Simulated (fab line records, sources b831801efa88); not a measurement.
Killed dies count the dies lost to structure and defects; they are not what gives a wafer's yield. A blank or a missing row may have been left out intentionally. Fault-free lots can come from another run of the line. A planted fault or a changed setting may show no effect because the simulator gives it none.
Which tool did it? | flow gf180mcu | 30 wafers from 10 lots sampled at 6 of the route's 602 steps

== WHAT THE GAUGES SHOWED, per wafer ==
GF_MIM_RS_MEAS_10: measures by four-point-probe. Usual: for MIM_ALCU_RS the level is 0.1602 ohm/sq and the standard deviation is 0.0022.
lot  | measured     | on            | MIM_ALCU_RS (ohm/sq)                      | flag
L279 | day 24 17:20 | film-metro-02 | 0.1603 0.1604 0.1586                      |
L281 | day 25 13:58 | film-metro-03 | 0.1623 0.1603 0.1623                      |
L282 | day 25 22:20 | film-metro-03 | 0.1624 0.1610 0.1593                      |
L285 | day 26 20:38 | film-metro-02 | 0.1582 0.1585 0.1611                      |
L286 | day 27 09:52 | film-metro-02 | 0.1591 0.1588 0.1560                      |
L291 | day 28 22:28 | film-metro-04 | 0.1005 0.1010 0.0999 0.1004 0.1009 0.1002 | OFF
L292 | day 29 01:19 | film-metro-02 | 0.1003 0.1005 0.1000 0.1002 0.1008 0.1001 | OFF
L298 | day 30 14:37 | film-metro-04 | 0.1611 0.1607 0.1594                      |
L299 | day 30 16:54 | film-metro-03 | 0.1559 0.1571 0.1568                      |
L300 | day 31 02:13 | film-metro-04 | 0.1596 0.1606 0.1624                      |

GF_MIM_THK_MEAS_11: measures by xrf. Usual: for MIM_ALCU_THK the level is 199.5 nm and the standard deviation is 2.9.
lot  | measured     | on            | MIM_ALCU_THK (nm)                   | flag
L279 | day 24 17:28 | film-metro-02 | 200.4 199.4 202.8                   |
L281 | day 25 14:04 | film-metro-03 | 197.1 199.2 197.9                   |
L282 | day 25 22:28 | film-metro-03 | 196.5 198.3 200.3                   |
L285 | day 26 20:46 | film-metro-02 | 202.9 203.4 200.7                   |
L286 | day 27 09:58 | film-metro-02 | 201.4 201.4 206.7                   |
L291 | day 29 00:31 | film-metro-04 | 312.6 311.0 313.5 313.9 313.5 314.9 | OFF
L292 | day 29 03:09 | film-metro-02 | 316.6 315.1 316.4 315.3 314.4 315.8 | OFF
L298 | day 30 14:44 | film-metro-04 | 196.2 198.0 200.8                   |
L299 | day 30 17:01 | film-metro-03 | 204.7 204.5 203.7                   |
L300 | day 31 02:19 | film-metro-04 | 198.8 199.5 196.7                   |

== TOOL THAT RAN EACH LOT (tool first, then ch and the chambers of the sampled wafers, then the start) ==
lot  | GF_V4_ETCH_17                                 | GF_MIM_SPUTTER_01            | GF_MIM_SPUTTER_02            | GF_MIM_SPUTTER_08
L279 | rie-diel-01 ch 0,2,3, day 24 17:02 or earlier | pvd-sputter-03, day 24 17:02 | pvd-sputter-03, day 24 17:04 | pvd-sputter-01, day 24 17:17
L281 | rie-diel-03 ch 0,2,3, day 25 13:38 or earlier | pvd-sputter-03, day 25 13:38 | pvd-sputter-03, day 25 13:40 | pvd-sputter-01, day 25 13:53
L282 | rie-diel-01 ch 0,1,2, day 25 22:01 or earlier | pvd-sputter-03, day 25 22:01 | pvd-sputter-03, day 25 22:02 | pvd-sputter-01, day 25 22:17
L285 | rie-diel-04 ch 0,1,2, day 26 20:19 or earlier | pvd-sputter-02, day 26 20:19 | pvd-sputter-02, day 26 20:22 | pvd-sputter-01, day 26 20:35
L286 | rie-diel-01 ch 1,2,3, day 27 09:31 or earlier | pvd-sputter-02, day 27 09:31 | pvd-sputter-02, day 27 09:32 | pvd-sputter-03, day 27 09:46
L291 | rie-diel-04 ch 0,1,3, day 28 22:10 or earlier | pvd-sputter-03, day 28 22:10 | pvd-sputter-03, day 28 22:11 | pvd-sputter-01, day 28 22:25
L292 | rie-diel-04 ch 1,2,3, day 29 00:58 or earlier | pvd-sputter-03, day 29 00:58 | pvd-sputter-03, day 29 01:00 | pvd-sputter-01, day 29 01:14
L298 | rie-diel-03 ch 1,2,3, day 30 14:19 or earlier | pvd-sputter-01, day 30 14:19 | pvd-sputter-01, day 30 14:20 | pvd-sputter-03, day 30 14:34
L299 | rie-diel-03 ch 2,3, day 30 16:35 or earlier   | pvd-sputter-03, day 30 16:35 | pvd-sputter-03, day 30 16:37 | pvd-sputter-02, day 30 16:50
L300 | rie-diel-01 ch 0,2,3, day 31 01:50 or earlier | pvd-sputter-03, day 31 01:50 | pvd-sputter-03, day 31 01:52 | pvd-sputter-02, day 31 02:06
- GF_V4_ETCH_17: etches SiO2 in C4F8/O2/Ar, stops on TiN, target depth 630 nm.
- GF_MIM_SPUTTER_01: material TiN, target thk 30 nm, time 25 s.
- GF_MIM_SPUTTER_02: material AlCu, target thk 450 nm, time 23.9 s.
- GF_MIM_SPUTTER_08: material AlCu, target thk 200 nm, time 10.6 s.

== AS READ BY THE TOOLS THEMSELVES (means over the sampled wafers that have a number; for cases with no such wafer, the mark the record gives instead) ==
GF_V4_ETCH_17. Usual: oes-product-au 0.857 a.u., standard deviation 0.0049.
lot  | tool        | oes-product-au (a.u.) | flag
L279 | rie-diel-01 | 0.857                 |
L281 | rie-diel-03 | 0.859                 |
L282 | rie-diel-01 | 0.856                 |
L285 | rie-diel-04 | 0.860                 |
L286 | rie-diel-01 | 0.854                 |
L291 | rie-diel-04 | 0.860                 |
L292 | rie-diel-04 | 0.854                 |
L298 | rie-diel-03 | 0.855                 |
L299 | rie-diel-03 | 0.856                 |
L300 | rie-diel-01 | 0.859                 |

GF_MIM_SPUTTER_01. Usual: throttle-valve-pct 29.5 %, standard deviation 1.1.
lot  | tool           | throttle-valve-pct (%) | flag
L279 | pvd-sputter-03 | 28.7                   |
L281 | pvd-sputter-03 | 28.7                   |
L282 | pvd-sputter-03 | 29.2                   |
L285 | pvd-sputter-02 | 29.0                   |
L286 | pvd-sputter-02 | 29.6                   |
L291 | pvd-sputter-03 | 28.7                   |
L292 | pvd-sputter-03 | 29.3                   |
L298 | pvd-sputter-01 | 31.2                   |
L299 | pvd-sputter-03 | 29.3                   |
L300 | pvd-sputter-03 | 28.7                   |

GF_MIM_SPUTTER_02. Usual: throttle-valve-pct 29.5 %, standard deviation 1.1.
lot  | tool           | throttle-valve-pct (%) | flag
L279 | pvd-sputter-03 | 28.6                   |
L281 | pvd-sputter-03 | 28.6                   |
L282 | pvd-sputter-03 | 29.2                   |
L285 | pvd-sputter-02 | 29.1                   |
L286 | pvd-sputter-02 | 29.7                   |
L291 | pvd-sputter-03 | 28.9                   |
L292 | pvd-sputter-03 | 29.2                   |
L298 | pvd-sputter-01 | 31.2                   |
L299 | pvd-sputter-03 | 29.4                   |
L300 | pvd-sputter-03 | 28.6                   |

GF_MIM_SPUTTER_08. Usual: throttle-valve-pct 30.2 %, standard deviation 1.2.
lot  | tool           | throttle-valve-pct (%) | flag
L279 | pvd-sputter-01 | 31.0                   |
L281 | pvd-sputter-01 | 31.0                   |
L282 | pvd-sputter-01 | 31.4                   |
L285 | pvd-sputter-01 | 31.5                   |
L286 | pvd-sputter-03 | 29.7                   |
L291 | pvd-sputter-01 | 31.1                   |
L292 | pvd-sputter-01 | 31.3                   |
L298 | pvd-sputter-03 | 29.4                   |
L299 | pvd-sputter-02 | 29.6                   |
L300 | pvd-sputter-02 | 29.7                   |

== THE ANSWER, worked out from the rows above alone ==
Rule: a lot counts as off when the mean over its wafers that have a number is more than 3 standard deviations away from the usual mean. A lot without any number at a reading at which 4 lots or more have one is off too. Where the step has rows for the other lots, those lots are counted as sound. The gauges are gone through in route order, then the tools' own readings, and for those a lot's mean is taken as printed above. At the first step where some lot is off, the reading lying furthest off is the one used; lots without a number count as furthest.
Off: L291, L292, at GF_MIM_RS_MEAS_10 (MIM_ALCU_RS).
A tool fits if, at a process step before that reading, it ran every lot that is off, and no sound lot after the first of them. Those tools and the gauges at GF_MIM_RS_MEAS_10 are tried in the same way. GF_V4_ETCH_17 gives no start for some lots, so the hours and the order of its lots are those of GF_MIM_SPUTTER_01. This does not decide it: 2 tools fit, namely rie-diel-04 at GF_V4_ETCH_17 and pvd-sputter-01 at GF_MIM_SPUTTER_08.

== WHAT THE SIMULATOR PUT IN ==
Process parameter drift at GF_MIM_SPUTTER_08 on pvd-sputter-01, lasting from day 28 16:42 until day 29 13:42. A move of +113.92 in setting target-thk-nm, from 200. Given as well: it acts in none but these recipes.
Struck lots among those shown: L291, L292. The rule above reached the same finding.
